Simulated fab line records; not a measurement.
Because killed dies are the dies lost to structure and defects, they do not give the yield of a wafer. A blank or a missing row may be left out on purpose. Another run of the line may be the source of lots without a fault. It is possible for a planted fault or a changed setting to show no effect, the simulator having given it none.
Code-filled problem report in 8D (eight disciplines) form + flow sky130 + the parts of the form that need people (team, actions taken, sign-off) are left out

== 1. THE ISSUE ==
Wafers free of any fault read 180.8 nm (standard deviation 1.8) for POLY_GATE_CVD_00_THK at SKY_POLY_GATE_THK_MEAS_01, against a mean of 149.5 nm on 6 wafers of 2 lots. Relative to the usual mean, that is a shift of -17 standard deviations.
The first sign was on wafer L924.1 at day 15 04:12, on filmMetro-01. Wafers with a number at this step in the record: 36, from 12 lots. Rule for "out", or "out of limits": more than 4 standard deviations from the usual mean. Any other wafer with a number is counted as sound.

== 2. WHAT IT IS AND WHAT IT IS NOT ==
| question                    | is                         | is not                                                                                                        |
|-----------------------------|----------------------------|---------------------------------------------------------------------------------------------------------------|
| which readings at this step | POLY_GATE_CVD_00_THK       | -                                                                                                             |
| which lots                  | L924, L925                 | L921, L922, L935, L936, L939, L940, L941, L942, L943, L944                                                    |
| which wafers of those lots  | all that have a number     | -                                                                                                             |
| read on which gauges        | filmMetro-01, filmMetro-02 | filmMetro-03                                                                                                  |
| when                        | from day 15 04:12          | up to then (6 sound wafers); but 24 sound wafers of L935, L936, L939, L940, L941, L942, L943, L944 came after |

== 3. WHAT RULES OUT EACH SUSPECT ==
Counting: a tool stays on the suspect list if, at a process step up to the reading, it processed all lots that are out and no sound lot following the first of them.
- the gauge at SKY_POLY_GATE_THK_MEAS_01: ruled out. 2 gauges (filmMetro-01, filmMetro-02) read the wafers that are out.
- lpcvd-01 at SKY_POLY_GATE_CVD_00 (deposits poly-Si, target thk 180 nm, time 720 s): ruled out as a lasting fault. Sound lots L935, L936, L939, L940, L941, L942, L943, L944 ran on it after its first lot that is out, L924 (day 15 02:24).
Left after counting: nothing in the record.

== 4. THE CAUSE (what the simulator had put in) ==
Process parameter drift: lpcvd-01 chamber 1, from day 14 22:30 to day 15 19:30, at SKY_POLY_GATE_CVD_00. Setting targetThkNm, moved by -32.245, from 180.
The count ruled it out by mistake, since the rule takes a fault to strike every lot its tool runs from the start of the fault on, and this one did not do so.

== 5. SEQUENCE OF EFFECTS, ordered by route ==
Each row: a reading whose mean over the struck wafers that have a number lies more than 3 standard deviations from the usual. Scope: only readings with a usual standard deviation given in the record; hours: median across lots of the time from each lot's start at the first step in this table that gives one to its start at this step; sigmas: change in usual standard deviations.
| hours | step                      | reading              | usual      | on struck wafers | change | sigmas |
|-------|---------------------------|----------------------|------------|------------------|--------|--------|
| 0     | SKY_POLY_GATE_THK_MEAS_01 | POLY_GATE_CVD_00_THK | 180.8 nm   | 149.5            | -31.3  | -17    |
| 60    | SKY_POLY_GATE_ETCH_17     | oesProductAu         | 0.986 a.u. | 0.874            | -0.112 | -12    |
The process steps in it:
- SKY_POLY_GATE_ETCH_17: etches poly-Si in HBr/Cl2, stops on SiO2, target depth 180 nm, time 70.5 s.

== 6. WHAT WOULD HAVE CAUGHT IT SOONER ==
Counted from the fault's start at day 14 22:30, it took 6 hours until the first out-of-limits reading at a measuring or inspecting step in this record, taken at day 15 04:12.
Tool readings at SKY_POLY_GATE_CVD_00 with a usual standard deviation given in the record: none out on any struck wafer, hence no alarm at a limit of 4 standard deviations on them.
